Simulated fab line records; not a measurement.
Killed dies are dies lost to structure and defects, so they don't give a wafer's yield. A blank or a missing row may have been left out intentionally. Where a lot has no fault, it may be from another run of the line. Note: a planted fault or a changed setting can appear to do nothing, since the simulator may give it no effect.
Which tool did it? -- flow gf180mcu -- Sampling: 6 lots, 18 wafers, 2 of 602 route steps

== WHAT EACH GAUGE READ, for each wafer ==
GF_VT_IMPLANT_OVL_MEAS_07.
lot,measured,on,VT_IMPLANT_OVL (nm)
L676,day 6 02:19,overlay-02,2.0 1.2 1.1
L678,day 6 12:57,overlay-02,-2.7 -0.7 -1.6
L681,day 7 05:27,overlay-01,-0.7 0.1 -1.9
L683,day 7 18:50,overlay-02,-0.4 1.1 0.1
L689,day 9 05:34,overlay-02,-0.3 -1.5 -0.9
L694,day 10 11:42,overlay-01,-115.1 -113.8 -115.2

== TOOL THAT RAN EACH LOT (tool first, then ch and the chambers of the sampled wafers, then the start) ==
lot,GF_VT_IMPLANT_EXPOSE_04
L676,"iline-stepper-01 ch 0, day 5 19:37"
L678,"iline-stepper-02 ch 0, day 6 05:59"
L681,"iline-stepper-02 ch 0, day 6 21:47"
L683,"iline-stepper-01 ch 0, day 7 10:58"
L689,"iline-stepper-02 ch 0, day 8 20:35"
L694,"iline-stepper-02 ch 0, day 10 03:32"
- GF_VT_IMPLANT_EXPOSE_04: exposes mask LVPWELL LV AREA, target cd 600 nm.

== THE ANSWER, worked out from the rows above alone ==
Rule: the lots themselves supply what counts as usual. The widest of any qualifying gaps counts: lots, ordered by their means at a reading, are off when they make up no more than a third of the lots, leave a main group of 4 or more, and stand apart from it by 3 or more times the standard deviation of that group's means. If all means in a main group match to the digits the tables above print for the reading, that group is not used. Also off: a lot with no number at a reading for which 4 or more lots have one. The other lots that the step has rows for count as sound.
Off: L694, seen at GF_VT_IMPLANT_OVL_MEAS_07 (VT_IMPLANT_OVL). Mean -0.3 nm and standard deviation 1.1 in the main group.
If a tool, at a process step before that reading, ran all the lots that are off and no sound lot after the first of them, it fits. The gauges at GF_VT_IMPLANT_OVL_MEAS_07 are tried like those tools. Undecided on this evidence; 2 tools fit (iline-stepper-02 at GF_VT_IMPLANT_EXPOSE_04, overlay-01 at GF_VT_IMPLANT_OVL_MEAS_07).

== WHAT WAS PUT IN BY THE SIMULATOR ==
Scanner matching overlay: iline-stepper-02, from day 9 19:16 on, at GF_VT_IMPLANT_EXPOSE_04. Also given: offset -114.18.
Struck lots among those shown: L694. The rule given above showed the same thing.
